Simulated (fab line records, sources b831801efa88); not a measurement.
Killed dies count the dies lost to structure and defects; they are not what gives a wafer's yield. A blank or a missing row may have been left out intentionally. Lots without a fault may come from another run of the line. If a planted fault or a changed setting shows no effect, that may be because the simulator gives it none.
Chamber matching :: flow sky130 :: rie diel-03 running SKY_CONTACT_ETCH_16: 4 sister chambers
The step etches BARC in N2/H2, stops on SiO2, time 45.9 s, target depth 60 nm. 20 wafers are shown with their chamber, then 10 later ones without.

== EACH WAFER AND ITS CHAMBER ==
wafer: L079.1
chamber: 0
drypump motor current A (A): 5.5
n2 flow sccm (sccm): 100.3
oes product au (a.u.): 0.853

wafer: L079.3
chamber: 2
drypump motor current A (A): 5.8
n2 flow sccm (sccm): 100.6
oes product au (a.u.): 0.845

wafer: L079.5
chamber: 3
drypump motor current A (A): 5.7
n2 flow sccm (sccm): 100.1
oes product au (a.u.): 0.862

wafer: L076.2
chamber: 3
drypump motor current A (A): 5.7
n2 flow sccm (sccm): 100.6
oes product au (a.u.): 0.844

wafer: L076.5
chamber: 3
drypump motor current A (A): 5.7
n2 flow sccm (sccm): 100.6
oes product au (a.u.): 0.856

wafer: L076.6
chamber: 2
drypump motor current A (A): 5.8
n2 flow sccm (sccm): 99.4
oes product au (a.u.): 0.853

wafer: L084.4
chamber: 3
drypump motor current A (A): 5.7
n2 flow sccm (sccm): 100.1
oes product au (a.u.): 0.855

wafer: L084.5
chamber: 0
drypump motor current A (A): 5.5
n2 flow sccm (sccm): 100.1
oes product au (a.u.): 0.848

wafer: L084.6
chamber: 3
drypump motor current A (A): 5.7
n2 flow sccm (sccm): 99.8
oes product au (a.u.): 0.854

wafer: L086.1
chamber: 1
drypump motor current A (A): 4.7
n2 flow sccm (sccm): 99.7
oes product au (a.u.): 0.847

wafer: L086.2
chamber: 0
drypump motor current A (A): 5.4
n2 flow sccm (sccm): 99.8
oes product au (a.u.): 0.852

wafer: L086.3
chamber: 3
drypump motor current A (A): 5.7
n2 flow sccm (sccm): 100.2
oes product au (a.u.): 0.851

wafer: L087.2
chamber: 1
drypump motor current A (A): 4.7
n2 flow sccm (sccm): 99.5
oes product au (a.u.): 0.863

wafer: L087.5
chamber: 0
drypump motor current A (A): 5.4
n2 flow sccm (sccm): 99.6
oes product au (a.u.): 0.857

wafer: L087.6
chamber: 1
drypump motor current A (A): 4.7
n2 flow sccm (sccm): 100.1
oes product au (a.u.): 0.853

wafer: L093.1
chamber: 1
drypump motor current A (A): 4.7
n2 flow sccm (sccm): 100.0
oes product au (a.u.): 0.845

wafer: L093.2
chamber: 2
drypump motor current A (A): 5.7
n2 flow sccm (sccm): 99.9
oes product au (a.u.): 0.852

wafer: L093.6
chamber: 3
drypump motor current A (A): 5.7
n2 flow sccm (sccm): 100.2
oes product au (a.u.): 0.863

wafer: L095.1
chamber: 0
drypump motor current A (A): 5.5
n2 flow sccm (sccm): 100.1
oes product au (a.u.): 0.854

wafer: L095.2
chamber: 2
drypump motor current A (A): 5.7
n2 flow sccm (sccm): 99.8
oes product au (a.u.): 0.851

SIGNATURES, as means of the wafers listed above
reading: drypump motor current A
chamber 0: 5.460
chamber 1: 4.700
chamber 2: 5.750
chamber 3: 5.700
scatter within a chamber: 0.0371

reading: n2 flow sccm
chamber 0: 99.980
chamber 1: 99.825
chamber 2: 99.925
chamber 3: 100.229
scatter within a chamber: 0.333

reading: oes product au
chamber 0: 0.85280
chamber 1: 0.85200
chamber 2: 0.85025
chamber 3: 0.85500
scatter within a chamber: 0.00575
Rule: distance of a wafer from a chamber = root of the sum over the readings of ((wafer's reading minus chamber's mean) / reading's scatter) squared. If the next closest chamber is less than 2 further off than the closest, the wafer can't be placed; otherwise it belongs to the closest. The scatter is the square root of a quotient: the sum, over the shown wafers, of each reading's squared deviation from its chamber's mean, divided by wafers minus chambers.

== WAFERS WHOSE CHAMBER IS MISSING ==
wafer: L095.5
drypump motor current A (A): 5.5
n2 flow sccm (sccm): 100.1
oes product au (a.u.): 0.852

wafer: L090.1
drypump motor current A (A): 4.7
n2 flow sccm (sccm): 100.3
oes product au (a.u.): 0.861

wafer: L090.5
drypump motor current A (A): 5.7
n2 flow sccm (sccm): 99.9
oes product au (a.u.): 0.858

wafer: L090.6
drypump motor current A (A): 4.7
n2 flow sccm (sccm): 100.3
oes product au (a.u.): 0.851

wafer: L096.2
drypump motor current A (A): 4.7
n2 flow sccm (sccm): 100.3
oes product au (a.u.): 0.856

wafer: L096.4
drypump motor current A (A): 5.5
n2 flow sccm (sccm): 100.4
oes product au (a.u.): 0.842

wafer: L096.5
drypump motor current A (A): 5.5
n2 flow sccm (sccm): 100.1
oes product au (a.u.): 0.849

wafer: L092.3
drypump motor current A (A): 4.7
n2 flow sccm (sccm): 99.8
oes product au (a.u.): 0.857

wafer: L092.4
drypump motor current A (A): 5.7
n2 flow sccm (sccm): 100.0
oes product au (a.u.): 0.858

wafer: L092.5
drypump motor current A (A): 5.5
n2 flow sccm (sccm): 100.4
oes product au (a.u.): 0.858

== CHAMBER TAKEN BY EACH ==
wafer: L095.5
from the rows above: 0
in truth: 0

wafer: L090.1
from the rows above: 1
in truth: 1

wafer: L090.5
from the rows above: can't be placed: 3 or 2
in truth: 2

wafer: L090.6
from the rows above: 1
in truth: 1

wafer: L096.2
from the rows above: 1
in truth: 1

wafer: L096.4
from the rows above: 0
in truth: 0

wafer: L096.5
from the rows above: 0
in truth: 0

wafer: L092.3
from the rows above: 1
in truth: 1

wafer: L092.4
from the rows above: can't be placed: 3 or 2
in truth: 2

wafer: L092.5
from the rows above: 0
in truth: 0
8 of 10 placed correctly. Unplaceable from these rows: 2, with the true chamber sitting among the candidates in 2. 0 placed wrongly.
